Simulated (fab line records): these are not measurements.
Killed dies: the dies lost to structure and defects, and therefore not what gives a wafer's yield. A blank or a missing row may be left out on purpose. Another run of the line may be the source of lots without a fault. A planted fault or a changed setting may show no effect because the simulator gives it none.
Problem report in the 8D (eight disciplines) form, filled by code	flow sky130	the parts of the form that need people (team, actions taken, sign-off) are left out

1. WHAT IS WRONG
Mean of rf_fwd_power_W at SKY_METAL2_ETCH_18: 573.6 W across 4 wafers in 2 lots; on wafers with no fault it is 495.9 W (standard deviation 1.8). Measured from the usual mean, that is +43 standard deviations.
The step: etches BARC in N2/H2, stops on SiO2, time 45.9 s, target depth 60 nm.
The first sign was on wafer L201.2 at day 38 20:28, on rie_metal-04. Wafers with a number at this step in the record: 42, from 14 lots. Rule for "out" (also "out of limits"): further than 4 standard deviations from the usual mean. The rest of the wafers with a number are treated as sound.

2. WHAT IT IS; WHAT IT IS NOT
question	is	is not
which readings at this step	rf_fwd_power_W	drypump_motor_current_A, oes_product_au
which lots	L201, L203	L189, L190, L191, L192, L193, L198, L204, L208, L209, L210, L211, L212
which wafers of those lots	L201.2, L201.4, L203.1, L203.6	L201.3, L203.5
read on which tools	rie_metal-04	rie_metal-01, rie_metal-02
when	from day 38 20:28	up to then (19 sound wafers); but 19 sound wafers of L203, L204, L208, L209, L210, L211, L212 came after

3. WHAT RULES OUT EACH SUSPECT
Counting: if a tool at a process step up to the reading ran every lot that is out, it stays a suspect. Sound lots after the first of them don't rule it out here, since some wafers of a struck lot are sound.
- rie_metal-04 at SKY_METAL2_ETCH_18 (etches BARC in N2/H2, stops on SiO2, time 45.9 s, target depth 60 nm): kept. It ran every lot that is out, first L201 (day 38 20:28); its last sound lot up to then is L193 (day 36 08:13). Its own rf_fwd_power_W readings are out on those wafers.
- Within rie_metal-04 at SKY_METAL2_ETCH_18, the wafers that are out were processed in chamber 0 and their sound lot-mates in chamber 1.
After counting, what remains is rie_metal-04 at SKY_METAL2_ETCH_18.

4. THE CAUSE (what the simulator had put in)
rie_metal-04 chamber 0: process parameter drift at SKY_METAL2_ETCH_18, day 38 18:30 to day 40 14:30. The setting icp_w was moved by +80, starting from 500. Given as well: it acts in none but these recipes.
Counting left only this tool.

5. THE EFFECT CHAIN, in route order
One row per reading whose mean, taken over the struck wafers that have a number, lies over 3 standard deviations from the usual. Readings are gone through only where the record gives a usual standard deviation; hours: the median, over the lots, of the time from a lot's start at the first step in this table giving one to that lot's start at this step; sigmas: the change measured in usual standard deviations.
hours	step	reading	usual	on struck wafers	change	sigmas
0	SKY_METAL2_ETCH_18	rf_fwd_power_W	495.9 W	573.6	+77.7	+43
The process steps in it:
- SKY_METAL2_ETCH_18: etches BARC in N2/H2, stops on SiO2, time 45.9 s, target depth 60 nm.

6. HOW IT WOULD HAVE BEEN CAUGHT EARLIER
In this record the first reading out of limits was taken at day 38 20:28, 2 hours after the fault began at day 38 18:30.
